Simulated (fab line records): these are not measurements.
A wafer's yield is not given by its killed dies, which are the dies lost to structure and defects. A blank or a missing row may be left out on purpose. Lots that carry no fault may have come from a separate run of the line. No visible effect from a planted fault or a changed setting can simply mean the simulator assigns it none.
2 desks, one fault | flow sky130 | only its own numbers are on each desk; what lay behind them is given at the end

## AT THE METROLOGY DESK
Means of the sampled wafers that have a number, per lot and without regard to the tool the lot ran on: this is what the gauges read. Marked OUT: a lot whose mean sits more than 4 standard deviations from the usual mean, which makes it out of limits; the brackets give that distance.
Columns: A = PASSIVATION_CVD_02_THK at SKY_PASSIVATION_THK_MEAS_03, usual 540 nm
lot  | first seen here | A
L503 | day 43 22:05    | 546
L504 | day 43 22:14    | 537
L505 | day 44 01:07    | 544
L506 | day 44 20:19    | 546
L508 | day 45 05:58    | 534
L512 | day 46 11:51    | 538
L513 | day 46 13:05    | 547
L516 | day 47 14:40    | 547
L517 | day 47 14:53    | 547
L518 | day 48 02:21    | 545
L519 | day 48 06:44    | 544
L521 | day 48 12:28    | 539
L524 | day 48 19:26    | 542
L523 | day 49 00:36    | 541
Finding of this desk: none of the 14 lots has anything out of limits.

## DESK OF THE TOOL OWNER: lithoTrack-03
The tool's own readings at SKY_PAD_OPEN_HMDS_01 (prime time 60 s): means of the sampled wafers that have a number, for each lot that ran on this tool. Marked OUT: a lot whose mean sits more than 4 standard deviations from the usual mean, which makes it out of limits; the brackets give that distance.
Columns: A = primeTempC at SKY_PAD_OPEN_HMDS_01, usual 119.98 C
lot  | first seen here | A
L504 | day 45 06:15    | 120.08
L505 | day 45 09:54    | 119.95
L506 | day 46 02:45    | 119.97
L508 | day 46 12:35    | 119.86
L512 | day 47 17:39    | 119.98
L516 | day 48 17:44    | 119.20 (-6.0) OUT
L517 | day 48 18:24    | 119.37 (-4.7) OUT
This desk's verdict: out of limits on L516, L517, starting with L516 at day 48 17:44 (primeTempC at SKY_PAD_OPEN_HMDS_01). Within limits: L504, L505, L506, L508, L512.

## BROUGHT TOGETHER
The tool owner's desk had the chance to raise an alarm at day 48 17:44 on L516, L517.
Nothing out of limits was seen by the metrology desk.
The metrology desk holds a record of L516, L517, inside its limits.
On lithoTrack-03, each named lot ran SKY_PAD_OPEN_HMDS_01.

## WHAT THE SIMULATOR HAD INSERTED
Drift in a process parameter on lithoTrack-03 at SKY_PAD_OPEN_HMDS_01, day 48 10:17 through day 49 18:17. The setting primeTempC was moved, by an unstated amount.
Struck lots among those shown: L516, L517.
How many hours passed from the start of the fault until each desk's first out-of-limits reading: the tool owner's desk, 7.
